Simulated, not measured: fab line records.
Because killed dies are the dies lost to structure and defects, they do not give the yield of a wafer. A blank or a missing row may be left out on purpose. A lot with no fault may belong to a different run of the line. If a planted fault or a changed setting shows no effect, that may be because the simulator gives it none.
Chamber matching || flow gf180mcu || GF_SAB_ETCH_11 on rie_diel-02: 4 sister chambers
The step etches SiO2 in C4F8/O2/Ar, target depth 55 nm, time 8.5 s. 4 wafers are shown with their chamber, then 8 later ones without.

WAFERS, EACH WITH ITS CHAMBER
{"wafer": "L118.1", "chamber": 3, "oes_product_au (a.u.)": 0.995}
{"wafer": "L118.4", "chamber": 1, "oes_product_au (a.u.)": 1.013}
{"wafer": "L118.5", "chamber": 0, "oes_product_au (a.u.)": 1.000}
{"wafer": "L119.1", "chamber": 2, "oes_product_au (a.u.)": 1.008}

WAFERS WITH NO CHAMBER GIVEN
{"wafer": "L119.2", "oes_product_au (a.u.)": 0.997}
{"wafer": "L119.4", "oes_product_au (a.u.)": 0.991}
{"wafer": "L121.3", "oes_product_au (a.u.)": 1.011}
{"wafer": "L121.4", "oes_product_au (a.u.)": 0.991}
{"wafer": "L121.5", "oes_product_au (a.u.)": 0.984}
{"wafer": "L129.1", "oes_product_au (a.u.)": 0.997}
{"wafer": "L129.4", "oes_product_au (a.u.)": 1.002}
{"wafer": "L129.6", "oes_product_au (a.u.)": 1.008}

THE CHAMBER EACH PASSED THROUGH
{"wafer": "L119.2", "from the rows above": "can't be placed: 3 or 0 or 2", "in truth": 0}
{"wafer": "L119.4", "from the rows above": "can't be placed: 3 or 0", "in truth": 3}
{"wafer": "L121.3", "from the rows above": "can't be placed: 1 or 2 or 0", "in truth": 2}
{"wafer": "L121.4", "from the rows above": "can't be placed: 3 or 0", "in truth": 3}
{"wafer": "L121.5", "from the rows above": "can't be placed: 3 or 0", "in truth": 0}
{"wafer": "L129.1", "from the rows above": "can't be placed: 3 or 0 or 2", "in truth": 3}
{"wafer": "L129.4", "from the rows above": "can't be placed: 0 or 2 or 3 or 1", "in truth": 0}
{"wafer": "L129.6", "from the rows above": "can't be placed: 2 or 1 or 0", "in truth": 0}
0 of 8 placed correctly. Cannot be placed on the basis of these rows: 8; the candidates contain the true chamber in 8. 0 placed wrongly.
How it was worked out, from the rows above alone: a wafer's distance from a chamber is the root of the sum, over the readings, of the square of ((its reading less the chamber's mean) divided by the reading's scatter). If the next closest chamber is less than 2 further off than the closest, the wafer can't be placed; otherwise it belongs to the closest. For every chamber, the mean is computed from those of its wafers that are shown. The scatter: root of mean squared gap, hidden wafer to nearest shown wafer, with one shown wafer a chamber.
